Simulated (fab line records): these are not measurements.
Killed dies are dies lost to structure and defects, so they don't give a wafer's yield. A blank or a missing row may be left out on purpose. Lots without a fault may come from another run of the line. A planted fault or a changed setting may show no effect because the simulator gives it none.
A struck lot beside a sound one + flow sky130 + 15 out of 708 route steps
Sound: the wafers L851.1, L851.2, L851.5. The struck wafers were L857.1, L857.2, L857.5. The cause is named last.
At each step with rows: each side's tool, then ch and its chambers, then its first start. Under that, the readings that differ: sound wafers + struck wafers + difference of the means + sigmas: that difference in standard deviations of wafers without a fault.
alike: same words and numbers on both sides, and readings whose means sit less than 2 such deviations apart. not compared: any withheld reading, any reading some wafer has no value for, any bound like >300 that may hide the same value, and any number with overlapping values for which the record gives no deviation.
Wherever a step has rows on one side only, a row that says differs or no value, or a row with sigmas, the two part there. Numbers that don't overlap but have no deviation are shown without sigmas and don't part them. Lack of a reading on every wafer of one side parts them only where that side has two or more wafers.

first, 6 steps without rows for these wafers: SKY_GATE_OXIDE_HMDS_04 (prime time 60 s); SKY_GATE_OXIDE_COAT_05 (resist thk 1149 nm); SKY_GATE_OXIDE_SOFTBAKE_06 (time 60 s); SKY_GATE_OXIDE_EXPOSE_07 (exposes mask LVOM, target cd 600 nm); SKY_GATE_OXIDE_PEB_08; SKY_GATE_OXIDE_DEVELOP_09 (develop time 60 s).
SKY_GATE_OXIDE_OVL_MEAS_10:
  sound on overlay-01 at day 14 11:22; struck on overlay-01 at day 16 08:20
  alike: GATE_OXIDE_OVL
then, 2 steps without rows for these wafers: SKY_GATE_OXIDE_IMPLANT_11; SKY_GATE_OXIDE_WET_ETCH_12 (etches SiO2 in dHF, target depth 16.8 nm, time 336 s).
SKY_GATE_OXIDE_STRIP_13: strips in O2/N2.
  sound on plasmaAsher-04 ch 0,1, day 14 11:40; struck on plasmaAsher-03 ch 0,1, day 16 08:38
  alike: drypumpMotorCurrentA, oesProductAu, stripTimeToEndpointS
  not compared: rfHoursCounterH
SKY_GATE_OXIDE_TW_MEAS_14:
  sound on filmMetro-03 at day 14 11:46; struck on filmMetro-01 at day 16 08:44
  alike: GATE_OXIDE_TW
then, 1 step without rows for these wafers: SKY_GATE_OXIDE_CLEAN_15 (cleans in SC1/SC2, time 150 s).
SKY_GATE_OXIDE_OXIDATION_16: stabilise 600 s, purge 300 s, target thk 3.57 nm.
  sound on furnace-01 ch 0, day 14 12:56; struck on furnace-01 ch 0, day 16 09:02
| reading     | sound          | struck         | difference | sigmas |
|-------------|----------------|----------------|------------|--------|
| oxTimeS (s) | 1915 1915 1915 | 2298 2298 2298 | +383       |        |
  alike: tube_center_temp_C_max, zonePowerCentrePct
then, 1 step without rows for these wafers: SKY_POLY_GATE_CVD_00 (deposits poly-Si, target thk 180 nm, time 720 s).
-- here the record skips 31 days between the struck wafers' starts before and after, leaving off in module POLY_GATE and picking up in module PAD_OPEN (first step shown: number 708 of the route) --
SKY_PAD_OPEN_PROBE_99:
  sound on prober-01 at day 46 10:55; struck on prober-01 at day 47 18:14
| reading                                 | sound             | struck      | difference | sigmas |
|-----------------------------------------|-------------------|-------------|------------|--------|
| model.etest.pfet_01v8.rOnOhmUm          | 2794 2820 2941    | 3157 3013   | +233       |        |
| model.etest.nfet_01v8.rOnOhmUm          | 828.9 829.3 844.4 | 949.8 891   | +86.2      |        |
| model.etest.nfet_01v8_lvt.driveUaUm     | 573.7 576.8 575.2 | 485.4 509.7 | -77.7      |        |
| model.etest.nfet_01v8_swapped.driveUaUm | 503.6 506.2 504.6 | 424.3 446.8 | -69.2      |        |
| model.etest.nfet_01v8_turned.driveUaUm  | 502.1 499.2 501.8 | 427.3 448.7 | -63.0      |        |
| model.etest.nfet_01v8.driveUaUm         | 506.3 504.4 505   | 420.5 444.2 | -72.9      |        |
| model.etest.sramNfetPass.driveUaUm      | 494.6 500 518.1   | 415.6 435.7 | -78.6      |        |
| model.etest.pfet_01v8.driveUaUm         | 200.5 197.1 190.1 | 174.2 183   | -17.3      |        |
  alike: killed_at_M0_to_M3, killed_at_M4_up, killedAtContacts, killedAtFrontEnd, killedAtOther, killedDies, killedOpen, killedShort

WHERE THEY PART
Nowhere in this record.

WHY: whatever the simulator had introduced
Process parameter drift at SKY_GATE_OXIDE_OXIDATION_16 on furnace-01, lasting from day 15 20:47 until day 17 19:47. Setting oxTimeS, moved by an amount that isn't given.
